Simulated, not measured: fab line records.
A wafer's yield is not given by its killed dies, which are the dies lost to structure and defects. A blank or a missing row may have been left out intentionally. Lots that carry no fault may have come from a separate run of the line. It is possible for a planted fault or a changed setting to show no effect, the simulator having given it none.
The tool behind it: which one? :: flow sfqLine :: 14 lots with 42 wafers sampled at 6 steps, on a route of 325 steps

WHAT THE GAUGES SHOWED, per wafer
SFQ_R5_RS_MEAS_933: measures by four-point-probe. Usual: R5_MONX_RS typically reads 7.05 ohm/sq, with standard deviation 0.12.
lot: L603
measured: day 48 12:49
on: filmMetro-02
R5_MONX_RS (ohm/sq): 6.80 7.11 7.08
flag: 

lot: L604
measured: day 48 21:49
on: filmMetro-01
R5_MONX_RS (ohm/sq): 7.13 7.14 7.12
flag: 

lot: L605
measured: day 49 06:56
on: filmMetro-03
R5_MONX_RS (ohm/sq): 7.23 6.97 7.00
flag: 

lot: L606
measured: day 50 07:04
on: filmMetro-01
R5_MONX_RS (ohm/sq): 6.99 7.00 7.05
flag: 

lot: L607
measured: day 50 19:02
on: filmMetro-02
R5_MONX_RS (ohm/sq): 7.08 7.20 7.07
flag: 

lot: L608
measured: day 51 05:41
on: filmMetro-01
R5_MONX_RS (ohm/sq): 6.95 6.97 6.98
flag: 

lot: L609
measured: day 51 16:04
on: filmMetro-03
R5_MONX_RS (ohm/sq): 7.20 7.07 7.00
flag: 

lot: L610
measured: day 51 22:03
on: filmMetro-03
R5_MONX_RS (ohm/sq): 7.25 7.04 7.15
flag: 

lot: L611
measured: day 52 08:41
on: filmMetro-01
R5_MONX_RS (ohm/sq): 6.95 6.92 7.01
flag: 

lot: L613
measured: day 52 18:44
on: filmMetro-03
R5_MONX_RS (ohm/sq): 7.08 7.33 7.31
flag: 

lot: L621
measured: day 54 21:52
on: filmMetro-02
R5_MONX_RS (ohm/sq): 7.10 8.89 7.11
flag: OFF

lot: L623
measured: day 55 03:51
on: filmMetro-02
R5_MONX_RS (ohm/sq): 8.83 8.86 7.11
flag: OFF

lot: L624
measured: day 55 06:53
on: filmMetro-02
R5_MONX_RS (ohm/sq): 6.97 6.91 6.95
flag: 

lot: L625
measured: day 55 12:59
on: filmMetro-01
R5_MONX_RS (ohm/sq): 6.99 6.96 6.99
flag: 

SFQ_R5_THK_MEAS_934: measures by xrf. Usual: R5_MONX_THK typically reads 39.2 nm, with standard deviation 0.69.
lot: L603
measured: day 48 12:56
on: filmMetro-02
R5_MONX_THK (nm): 40.7 38.7 38.9
flag: 

lot: L604
measured: day 48 21:56
on: filmMetro-01
R5_MONX_THK (nm): 38.4 38.8 38.4
flag: 

lot: L605
measured: day 49 07:03
on: filmMetro-03
R5_MONX_THK (nm): 38.5 40.4 40.1
flag: 

lot: L606
measured: day 50 07:10
on: filmMetro-01
R5_MONX_THK (nm): 39.3 39.1 39.2
flag: 

lot: L607
measured: day 50 19:09
on: filmMetro-02
R5_MONX_THK (nm): 39.0 38.4 39.2
flag: 

lot: L608
measured: day 51 05:48
on: filmMetro-01
R5_MONX_THK (nm): 39.0 39.1 39.0
flag: 

lot: L609
measured: day 51 16:10
on: filmMetro-03
R5_MONX_THK (nm): 38.2 39.2 39.4
flag: 

lot: L610
measured: day 51 22:10
on: filmMetro-03
R5_MONX_THK (nm): 38.0 39.4 38.5
flag: 

lot: L611
measured: day 52 08:48
on: filmMetro-01
R5_MONX_THK (nm): 39.5 39.7 39.2
flag: 

lot: L613
measured: day 52 18:52
on: filmMetro-03
R5_MONX_THK (nm): 38.8 37.7 37.9
flag: 

lot: L621
measured: day 54 21:59
on: filmMetro-02
R5_MONX_THK (nm): 38.9 30.7 39.0
flag: OFF

lot: L623
measured: day 55 03:58
on: filmMetro-02
R5_MONX_THK (nm): 30.7 30.9 38.9
flag: OFF

lot: L624
measured: day 55 06:59
on: filmMetro-02
R5_MONX_THK (nm): 39.5 39.9 39.9
flag: 

lot: L625
measured: day 55 13:05
on: filmMetro-01
R5_MONX_THK (nm): 39.3 39.2 39.0
flag: 

SFQ_R5_OVL_MEAS_935. Usual: R5_OVL typically reads 2 nm, with standard deviation 4.7.
lot: L603
measured: day 50 15:34
on: overlay-01
R5_OVL (nm): 0 2 -1
flag: 

lot: L604
measured: day 51 01:16
on: overlay-01
R5_OVL (nm): 5 -2 10
flag: 

lot: L605
measured: day 51 08:28
on: overlay-01
R5_OVL (nm): 11 9 4
flag: 

lot: L606
measured: day 52 09:29
on: overlay-02
R5_OVL (nm): -6 -7 1
flag: 

lot: L607
measured: day 52 17:52
on: overlay-02
R5_OVL (nm): -1 4 1
flag: 

lot: L608
measured: day 53 07:04
on: overlay-01
R5_OVL (nm): 4 3 2
flag: 

lot: L609
measured: day 53 20:17
on: overlay-01
R5_OVL (nm): 10 -1 1
flag: 

lot: L610
measured: day 54 04:18
on: overlay-02
R5_OVL (nm): 5 6 5
flag: 

lot: L611
measured: day 54 15:01
on: overlay-02
R5_OVL (nm): 7 -1 1
flag: 

lot: L613
measured: day 55 04:14
on: overlay-02
R5_OVL (nm): -2 1 4
flag: 

lot: L621
measured: day 57 08:34
on: overlay-01
R5_OVL (nm): 7 8 1
flag: 

lot: L623
measured: day 57 15:46
on: overlay-02
R5_OVL (nm): -10 -7 -7
flag: 

lot: L624
measured: day 57 19:23
on: overlay-02
R5_OVL (nm): 2 8 9
flag: 

lot: L625
measured: day 58 03:53
on: overlay-01
R5_OVL (nm): 5 3 6
flag: 

WHICH TOOL RAN EACH LOT (tool, then ch and the chambers of the sampled wafers, then the start)
lot: L603
SFQ_TRILAYER_JJ_TRILAYER_DEP_SPUTTER_109: pvdSputter-06, day 40 12:19
SFQ_TRILAYER_A5B_DEP_PECVD_129: pecvd-04 ch 0,2, day 45 13:19
SFQ_TRILAYER_R5_DEP_SPUTTER_133: pvdSputter-03, day 48 12:44

lot: L604
SFQ_TRILAYER_JJ_TRILAYER_DEP_SPUTTER_109: pvdSputter-05, day 40 20:45
SFQ_TRILAYER_A5B_DEP_PECVD_129: pecvd-03 ch 0,1,2, day 45 21:53
SFQ_TRILAYER_R5_DEP_SPUTTER_133: pvdSputter-04, day 48 21:44

lot: L605
SFQ_TRILAYER_JJ_TRILAYER_DEP_SPUTTER_109: pvdSputter-05, day 41 08:43
SFQ_TRILAYER_A5B_DEP_PECVD_129: pecvd-03 ch 0,1,2, day 46 06:07
SFQ_TRILAYER_R5_DEP_SPUTTER_133: pvdSputter-03, day 49 06:51

lot: L606
SFQ_TRILAYER_JJ_TRILAYER_DEP_SPUTTER_109: pvdSputter-05, day 42 09:55
SFQ_TRILAYER_A5B_DEP_PECVD_129: pecvd-04 ch 0,2, day 47 09:43
SFQ_TRILAYER_R5_DEP_SPUTTER_133: pvdSputter-03, day 50 06:58

lot: L607
SFQ_TRILAYER_JJ_TRILAYER_DEP_SPUTTER_109: pvdSputter-05, day 42 18:07
SFQ_TRILAYER_A5B_DEP_PECVD_129: pecvd-01 ch 1,2, day 47 19:19
SFQ_TRILAYER_R5_DEP_SPUTTER_133: pvdSputter-03, day 50 18:58

lot: L608
SFQ_TRILAYER_JJ_TRILAYER_DEP_SPUTTER_109: pvdSputter-03, day 43 02:07
SFQ_TRILAYER_A5B_DEP_PECVD_129: pecvd-04 ch 1,2, day 48 09:43
SFQ_TRILAYER_R5_DEP_SPUTTER_133: pvdSputter-05, day 51 05:36

lot: L609
SFQ_TRILAYER_JJ_TRILAYER_DEP_SPUTTER_109: pvdSputter-06, day 43 17:13
SFQ_TRILAYER_A5B_DEP_PECVD_129: pecvd-01 ch 0,2, day 48 18:07
SFQ_TRILAYER_R5_DEP_SPUTTER_133: pvdSputter-03, day 51 15:58

lot: L610
SFQ_TRILAYER_JJ_TRILAYER_DEP_SPUTTER_109: pvdSputter-03, day 43 22:02
SFQ_TRILAYER_A5B_DEP_PECVD_129: pecvd-04 ch 0,1, day 49 01:19
SFQ_TRILAYER_R5_DEP_SPUTTER_133: pvdSputter-03, day 51 21:58

lot: L611
SFQ_TRILAYER_JJ_TRILAYER_DEP_SPUTTER_109: pvdSputter-03, day 44 06:25
SFQ_TRILAYER_A5B_DEP_PECVD_129: pecvd-01 ch 1,2, day 49 13:19
SFQ_TRILAYER_R5_DEP_SPUTTER_133: pvdSputter-03, day 52 08:36

lot: L613
SFQ_TRILAYER_JJ_TRILAYER_DEP_SPUTTER_109: pvdSputter-05, day 44 18:27
SFQ_TRILAYER_A5B_DEP_PECVD_129: pecvd-03 ch 0,1,2, day 50 02:32
SFQ_TRILAYER_R5_DEP_SPUTTER_133: pvdSputter-03, day 52 18:40

lot: L621
SFQ_TRILAYER_JJ_TRILAYER_DEP_SPUTTER_109: pvdSputter-06, day 47 16:34
SFQ_TRILAYER_A5B_DEP_PECVD_129: pecvd-03 ch 0,1,2, day 52 11:04
SFQ_TRILAYER_R5_DEP_SPUTTER_133: pvdSputter-04, day 54 21:47

lot: L623
SFQ_TRILAYER_JJ_TRILAYER_DEP_SPUTTER_109: pvdSputter-03, day 48 03:22
SFQ_TRILAYER_A5B_DEP_PECVD_129: pecvd-04 ch 0,2, day 52 19:38
SFQ_TRILAYER_R5_DEP_SPUTTER_133: pvdSputter-04, day 55 03:47

lot: L624
SFQ_TRILAYER_JJ_TRILAYER_DEP_SPUTTER_109: pvdSputter-05, day 48 04:34
SFQ_TRILAYER_A5B_DEP_PECVD_129: pecvd-01 ch 0,1, day 52 22:02
SFQ_TRILAYER_R5_DEP_SPUTTER_133: pvdSputter-03, day 55 06:47

lot: L625
SFQ_TRILAYER_JJ_TRILAYER_DEP_SPUTTER_109: pvdSputter-06, day 48 12:58
SFQ_TRILAYER_A5B_DEP_PECVD_129: pecvd-01 ch 0,1, day 53 05:14
SFQ_TRILAYER_R5_DEP_SPUTTER_133: pvdSputter-03, day 55 12:52
- SFQ_TRILAYER_JJ_TRILAYER_DEP_SPUTTER_109: material Nb, target thk 150 nm, time 100 s.
- SFQ_TRILAYER_A5B_DEP_PECVD_129: deposits SiO2 from SiH4/N2O, time 133.33 s, target thk 600 nm.
- SFQ_TRILAYER_R5_DEP_SPUTTER_133: material MoNx, target thk 40 nm, time 66.7 s.

WHAT THE TOOLS THEMSELVES READ (means of the sampled wafers that have a number; where no wafer has one, the mark that the record gives instead)
SFQ_TRILAYER_JJ_TRILAYER_DEP_SPUTTER_109. Usual: chamberPressurePa 0.13334 Pa, standard deviation 0.00026; throttleValvePct 29.8 %, standard deviation 0.61.
lot: L603
tool: pvdSputter-06
chamberPressurePa (Pa): 0.13349
throttleValvePct (%): 29.4
flag: 

lot: L604
tool: pvdSputter-05
chamberPressurePa (Pa): 0.13338
throttleValvePct (%): 29.9
flag: 

lot: L605
tool: pvdSputter-05
chamberPressurePa (Pa): 0.13329
throttleValvePct (%): 29.9
flag: 

lot: L606
tool: pvdSputter-05
chamberPressurePa (Pa): 0.13336
throttleValvePct (%): 30.2
flag: 

lot: L607
tool: pvdSputter-05
chamberPressurePa (Pa): 0.13322
throttleValvePct (%): 30.0
flag: 

lot: L608
tool: pvdSputter-03
chamberPressurePa (Pa): 0.13345
throttleValvePct (%): 29.7
flag: 

lot: L609
tool: pvdSputter-06
chamberPressurePa (Pa): 0.13330
throttleValvePct (%): 29.0
flag: 

lot: L610
tool: pvdSputter-03
chamberPressurePa (Pa): 0.13328
throttleValvePct (%): 30.0
flag: 

lot: L611
tool: pvdSputter-03
chamberPressurePa (Pa): 0.13342
throttleValvePct (%): 30.0
flag: 

lot: L613
tool: pvdSputter-05
chamberPressurePa (Pa): 0.13307
throttleValvePct (%): 30.0
flag: 

lot: L621
tool: pvdSputter-06
chamberPressurePa (Pa): 0.13315
throttleValvePct (%): 29.6
flag: 

lot: L623
tool: pvdSputter-03
chamberPressurePa (Pa): 0.13341
throttleValvePct (%): 29.7
flag: 

lot: L624
tool: pvdSputter-05
chamberPressurePa (Pa): 0.13345
throttleValvePct (%): 30.2
flag: 

lot: L625
tool: pvdSputter-06
chamberPressurePa (Pa): 0.13343
throttleValvePct (%): 29.2
flag: 

SFQ_TRILAYER_A5B_DEP_PECVD_129. Usual: heaterPowerW 81 W, standard deviation 10; throttleValvePct 25.1 %, standard deviation 1.6.
lot: L603
tool: pecvd-04
heaterPowerW (W): 93
throttleValvePct (%): 25.1
flag: 

lot: L604
tool: pecvd-03
heaterPowerW (W): 74
throttleValvePct (%): 24.5
flag: 

lot: L605
tool: pecvd-03
heaterPowerW (W): 78
throttleValvePct (%): 24.3
flag: 

lot: L606
tool: pecvd-04
heaterPowerW (W): 90
throttleValvePct (%): 25.0
flag: 

lot: L607
tool: pecvd-01
heaterPowerW (W): 88
throttleValvePct (%): 25.0
flag: 

lot: L608
tool: pecvd-04
heaterPowerW (W): 80
throttleValvePct (%): 23.6
flag: 

lot: L609
tool: pecvd-01
heaterPowerW (W): 74
throttleValvePct (%): 27.6
flag: 

lot: L610
tool: pecvd-04
heaterPowerW (W): 81
throttleValvePct (%): 24.8
flag: 

lot: L611
tool: pecvd-01
heaterPowerW (W): 81
throttleValvePct (%): 25.7
flag: 

lot: L613
tool: pecvd-03
heaterPowerW (W): 80
throttleValvePct (%): 24.4
flag: 

lot: L621
tool: pecvd-03
heaterPowerW (W): 80
throttleValvePct (%): 24.5
flag: 

lot: L623
tool: pecvd-04
heaterPowerW (W): 95
throttleValvePct (%): 25.4
flag: 

lot: L624
tool: pecvd-01
heaterPowerW (W): 79
throttleValvePct (%): 27.0
flag: 

lot: L625
tool: pecvd-01
heaterPowerW (W): 86
throttleValvePct (%): 25.7
flag: 

SFQ_TRILAYER_R5_DEP_SPUTTER_133. Usual: chamberPressurePa 0.4001 Pa, standard deviation 0.00078; throttleValvePct 30.2 %, standard deviation 0.71.
lot: L603
tool: pvdSputter-03
chamberPressurePa (Pa): 0.4001
throttleValvePct (%): 30.3
flag: 

lot: L604
tool: pvdSputter-04
chamberPressurePa (Pa): 0.3999
throttleValvePct (%): 30.1
flag: 

lot: L605
tool: pvdSputter-03
chamberPressurePa (Pa): 0.3997
throttleValvePct (%): 30.5
flag: 

lot: L606
tool: pvdSputter-03
chamberPressurePa (Pa): 0.4000
throttleValvePct (%): 31.0
flag: 

lot: L607
tool: pvdSputter-03
chamberPressurePa (Pa): 0.4003
throttleValvePct (%): 29.6
flag: 

lot: L608
tool: pvdSputter-05
chamberPressurePa (Pa): 0.4000
throttleValvePct (%): 29.9
flag: 

lot: L609
tool: pvdSputter-03
chamberPressurePa (Pa): 0.4004
throttleValvePct (%): 30.0
flag: 

lot: L610
tool: pvdSputter-03
chamberPressurePa (Pa): 0.3993
throttleValvePct (%): 30.2
flag: 

lot: L611
tool: pvdSputter-03
chamberPressurePa (Pa): 0.4000
throttleValvePct (%): 30.6
flag: 

lot: L613
tool: pvdSputter-03
chamberPressurePa (Pa): 0.3999
throttleValvePct (%): 30.2
flag: 

lot: L621
tool: pvdSputter-04
chamberPressurePa (Pa): 0.3998
throttleValvePct (%): 29.2
flag: 

lot: L623
tool: pvdSputter-04
chamberPressurePa (Pa): 0.3996
throttleValvePct (%): 29.4
flag: 

lot: L624
tool: pvdSputter-03
chamberPressurePa (Pa): 0.4005
throttleValvePct (%): 31.0
flag: 

lot: L625
tool: pvdSputter-03
chamberPressurePa (Pa): 0.3997
throttleValvePct (%): 31.0
flag: 

THE ANSWER, worked out from the rows above alone
Rule: a lot is off if the mean of its wafers that have a number lies more than 3 standard deviations from the usual mean. A lot without any number at a reading at which 4 lots or more have one is off too. The other lots that the step has rows for count as sound. The gauges are gone through in route order, then the tools' own readings, and for those a lot's mean is taken as printed above. The first step at which some lot is off is used, and at that step the reading that is off furthest; a lot without a number counts as furthest.
Off: L621, L623, seen at SFQ_R5_RS_MEAS_933 (R5_MONX_RS).
If a tool, at a process step before that reading, ran all the lots that are off and no sound lot after the first of them, it fits. Those tools and the gauges at SFQ_R5_RS_MEAS_933 are tried in the same way. One candidate fits, namely pvdSputter-04 at SFQ_TRILAYER_R5_DEP_SPUTTER_133. Its last sound lot is L604 (day 48 21:44), its first lot that is off L621 (day 54 21:47): a fault that began between those two fits.

WHAT THE SIMULATOR HAD PUT IN
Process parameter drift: pvdSputter-04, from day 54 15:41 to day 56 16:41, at SFQ_TRILAYER_R5_DEP_SPUTTER_133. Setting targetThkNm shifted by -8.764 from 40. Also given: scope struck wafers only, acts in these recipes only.
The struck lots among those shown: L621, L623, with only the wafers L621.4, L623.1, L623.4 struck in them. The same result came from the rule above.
